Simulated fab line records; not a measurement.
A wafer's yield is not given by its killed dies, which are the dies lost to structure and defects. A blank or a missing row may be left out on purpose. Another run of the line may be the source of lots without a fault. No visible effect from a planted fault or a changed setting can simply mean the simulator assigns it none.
Split-lot trial    flow gf180mcu    route with 602 steps; 5 lots, 23 wafers read

ABOUT THE SPLIT
At GF_M3_SPUTTER_02 (material AlCu, target thk 450 nm, time 23.9 s), the setting time s was moved away from the recipe's 23.9 s on 8 of the 23 wafers read, by -13.6% to +13.8%. The other wafers ran this setting at the recipe's value.

FROM THE SPLIT TO THE READING: what the file shows between them, 6 steps
- GF_M3_SPUTTER_03: material Ti, target thk 10 nm, time 6.7 s (also split here: time s)
- GF_M3_SPUTTER_04: material TiN, target thk 50 nm, time 41.7 s
- GF_M3_RS_MEAS_05: measures by four-point-probe
- GF_M3_THK_MEAS_06: measures by xrf
- GF_M3_DEHYDRATE_07: time 60 s
- GF_M3_HMDS_08: prime time 60 s

THE READING
oes product au, in a.u., at GF_M3_METAL_ETCH_16 (etches the open film in Cl2/BCl3, stops on SiO2, target depth 627.5 nm, time 104.6 s). On this fab line, fault-free wafers typically give 0.970 a.u. with a standard deviation of 0.0057 a.u.

wafer   tool, chamber at the split  time s as run, s  against the recipe  oes product au, a.u.  against lot-mates on the recipe
L075.1  pvd sputter-01, -           23.9              recipe              0.981                 -
L075.2  pvd sputter-01, -           23.9              recipe              0.970                 -
L075.3  pvd sputter-01, -           23.9              recipe              0.979                 -
L075.5  pvd sputter-01, -           21.97             -8.1%               0.939                 -0.038
L075.6  pvd sputter-01, -           21.97             -8.1%               0.937                 -0.040
L076.1  pvd sputter-03, -           20.66             -13.6%              0.903                 -0.065
L076.2  pvd sputter-03, -           23.9              recipe              0.965                 -
L076.3  pvd sputter-03, -           23.9              recipe              0.970                 -
L076.5  pvd sputter-03, -           20.66             -13.6%              0.904                 -0.064
L076.6  pvd sputter-03, -           20.66             -13.6%              0.910                 -0.057
L079.1  pvd sputter-04, -           23.9              recipe              0.969                 -
L079.2  pvd sputter-04, -           23.9              recipe              0.977                 -
L079.3  pvd sputter-04, -           23.9              recipe              0.984                 -
L079.4  pvd sputter-04, -           23.9              recipe              0.976                 -
L079.5  pvd sputter-04, -           23.9              recipe              0.978                 -
L080.1  pvd sputter-03, -           23.9              recipe              0.966                 -
L080.2  pvd sputter-03, -           23.9              recipe              0.969                 -
L080.6  pvd sputter-03, -           23.9              recipe              0.975                 -
L085.1  pvd sputter-03, -           23.9              recipe              0.972                 -
L085.2  pvd sputter-03, -           27.19             +13.8%              1.002                 +0.030
L085.4  pvd sputter-03, -           27.19             +13.8%              1.001                 +0.029
L085.5  pvd sputter-03, -           27.19             +13.8%              0.998                 +0.026
L085.6  pvd sputter-03, -           23.9              recipe              0.972                 -

FIT RESULTS
A straight line over all 23 wafers: oes product au changes by +0.00348 a.u. for each +1% of time s; r = +0.93; the points scatter about the line by 0.011 a.u.
The same after taking each lot's own level away (the mean of its wafers on the recipe; 23 wafers): +0.00338 a.u. for each +1%; r = +0.95; scatter 0.0088 a.u.
That fit puts the effect of the largest move of time s on the reading at 0.047 a.u.
The span of the lots' own levels, 0.9675 to 0.9768 a.u., comes to 1.6 times the standard deviation stated above.
The two slopes are in agreement: the lot-to-lot level therefore moves the slope only a little.
Check: for one of the wafers moved furthest among these (+13.8%), held out of the fit, the line's prediction against its lot-mates is +0.044 a.u. It came out at +0.03 a.u. against them.

FURTHER SPLITS ON THESE WAFERS
Other splits were also applied to these wafers ahead of the reading. Each is held against what the fit with the lots' levels taken away leaves over:
other split on the same wafers  wafers away from the commonest value  r with oes product au (lot level and that fit taken away)
GF_M1_METAL_ETCH_16 time s      7                                     +0.11
GF_V1_SPUTTER_21 time s         8                                     +0.30
GF_V2_PEB_12 peb temp c         6                                     -0.48
GF_M3_SPUTTER_03 time s         5                                     -0.09

THE WHOLE CHAIN: every reading that the file lists as answering this split, in the file's order
step                 what it does                                                                          reading                                                                        change (the file's fit)                   r (the file's)
GF_M3_SPUTTER_02     material AlCu, target thk 450 nm, time 23.9 s                                         AlCu_of_M3_SPUTTER_02.thk nm (the simulator's own value, which no gauge read)  +4.45 nm for each +1% of the setting      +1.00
GF_M3_RS_MEAS_05     measures by four-point-probe                                                          M3_ALCU_RS                                                                     -0.000721 for each +1% of the setting     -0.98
GF_M3_THK_MEAS_06    measures by xrf                                                                       M3_ALCU_THK                                                                    +4.37 for each +1% of the setting         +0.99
GF_M3_METAL_ETCH_16  etches the open film in Cl2/BCl3, stops on SiO2, target depth 627.5 nm, time 104.6 s  oes product au                                                                 +0.0035 a.u. for each +1% of the setting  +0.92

FILE'S OWN FIT
oes product au changes by +0.0035 a.u. for each +1% of time s, r = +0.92.
